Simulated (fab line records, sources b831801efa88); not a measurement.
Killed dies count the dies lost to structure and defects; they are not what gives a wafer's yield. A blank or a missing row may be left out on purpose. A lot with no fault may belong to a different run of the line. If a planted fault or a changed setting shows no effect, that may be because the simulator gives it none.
Which tool was responsible? + flow sky130 + 14 lots, 42 wafers sampled, at 3 steps of a route of 708

== WHAT THE GAUGES SHOWED, per wafer ==
SKY_GATE_OXIDE_OVL_MEAS_10. Usual: GATE_OXIDE_OVL gives 0.8 nm (standard deviation 1.4).
| lot  | measured     | on         | GATE_OXIDE_OVL (nm) | flag |
|------|--------------|------------|---------------------|------|
| L512 | day 13 19:57 | overlay-02 | 1.0 0.3 1.7         |      |
| L513 | day 13 22:18 | overlay-02 | 1.8 1.1 1.3         |      |
| L515 | day 14 13:42 | overlay-02 | 1.0 1.0 2.2         |      |
| L516 | day 14 18:36 | overlay-01 | -0.1 -0.3 -0.3      |      |
| L517 | day 15 15:16 | overlay-01 | 0.8 0.5 1.8         |      |
| L518 | day 16 01:30 | overlay-01 | 0.1 -2.1 -0.2       |      |
| L521 | day 17 02:52 | overlay-01 | -1.5 -0.4 -1.8      |      |
| L522 | day 17 08:00 | overlay-02 | 1.5 2.5 2.3         |      |
| L524 | day 18 03:13 | overlay-02 | 1.0 1.6 0.2         |      |
| L525 | day 18 14:09 | overlay-02 | 2.3 2.5 2.8         |      |
| L526 | day 18 17:10 | overlay-02 | 1.2 2.3 2.6         |      |
| L527 | day 19 13:13 | overlay-02 | -0.2 0.0 0.7        |      |
| L532 | day 21 04:45 | overlay-02 | 1.8 1.6 1.4         |      |
| L535 | day 22 14:37 | overlay-02 | -0.7 0.3 0.6        |      |

SKY_LDD_N_TW_MEAS_17. Usual: LDD_N_TW gives 2597 (standard deviation 17).
| lot  | measured     | on            | LDD_N_TW       | flag |
|------|--------------|---------------|----------------|------|
| L512 | day 17 17:00 | film-metro-03 | 2615 2604 2612 |      |
| L513 | day 17 21:02 | film-metro-02 | 2584 2593 2602 |      |
| L515 | day 18 20:08 | film-metro-01 | 2590 2583 2596 |      |
| L516 | day 18 22:10 | film-metro-03 | 2631 2630 2607 |      |
| L517 | day 19 17:47 | film-metro-03 | 2603 2598 2601 |      |
| L518 | day 20 05:19 | film-metro-02 | 2592 2601 2611 |      |
| L521 | day 21 09:22 | film-metro-02 | 2612 2607 2622 |      |
| L522 | day 21 13:00 | film-metro-03 | 2606 2625 2625 |      |
| L524 | day 22 06:17 | film-metro-02 | 2630 2634 2641 |      |
| L525 | day 22 22:50 | film-metro-03 | 2582 2578 2578 |      |
| L526 | day 22 23:07 | film-metro-03 | 2575 2585 2583 |      |
| L527 | day 23 21:21 | film-metro-01 | 2599 2584 2587 |      |
| L532 | day 25 08:18 | film-metro-03 | 2574 2573 2579 |      |
| L535 | day 26 14:54 | film-metro-03 | 2610 2611 2596 |      |

SKY_LDD_P_OVL_MEAS_08. Usual: LDD_P_OVL gives 1.3 nm (standard deviation 1.5).
| lot  | measured     | on         | LDD_P_OVL (nm) | flag |
|------|--------------|------------|----------------|------|
| L512 | day 18 23:14 | overlay-01 | -0.1 1.5 0.3   |      |
| L513 | day 19 03:25 | overlay-01 | 2.2 0.0 1.6    |      |
| L515 | day 20 02:52 | overlay-01 | -1.6 -1.6 -0.2 |      |
| L516 | day 20 04:43 | overlay-02 | 0.6 1.8 1.3    |      |
| L517 | day 21 00:07 | overlay-02 | 4.6 3.6 4.2    |      |
| L518 | day 21 11:25 | overlay-01 | 2.5 0.9 1.2    |      |
| L521 | day 22 16:05 | overlay-01 | 1.2 1.2 2.5    |      |
| L522 | day 22 18:53 | overlay-01 | 3.2 1.1 1.8    |      |
| L524 | day 23 12:53 | overlay-01 | -0.6 -1.3 0.5  |      |
| L525 | day 24 04:34 | overlay-02 | 3.0 1.3 2.3    |      |
| L526 | day 24 05:11 | overlay-02 | 3.5 1.2 0.9    |      |
| L527 | day 25 02:52 | overlay-02 | 0.9 0.9 0.8    |      |
| L532 | day 26 13:59 | overlay-02 | 0.7 0.3 -0.3   |      |
| L535 | day 27 20:02 | overlay-01 | -0.6 -1.6 -0.8 |      |

== TOOL THAT RAN EACH LOT (tool first, then ch and the chambers of the sampled wafers, then the start) ==
Record: no process step prior to these readings.

== WHAT THE TOOLS THEMSELVES READ (means of the sampled wafers that have a number; where no wafer has one, the mark that the record gives instead) ==
The record holds no such reading with a usual standard deviation.

== THE ANSWER, worked out from the rows above alone ==
Rule: lot off if the mean of its wafers having a number is beyond 3 standard deviations from the usual mean. Also off: a lot with no number at a reading for which 4 or more lots have one. All remaining lots with rows at the step are treated as sound. Order of review: gauges by route order, followed by the tools' own readings, for which a lot's mean as printed above is used. At the first step where some lot is off, the reading lying furthest off is the one used; lots without a number count as furthest.
Nothing can be told from this: no lot is off at any reading shown.

== WHAT THE SIMULATOR HAD INSERTED ==
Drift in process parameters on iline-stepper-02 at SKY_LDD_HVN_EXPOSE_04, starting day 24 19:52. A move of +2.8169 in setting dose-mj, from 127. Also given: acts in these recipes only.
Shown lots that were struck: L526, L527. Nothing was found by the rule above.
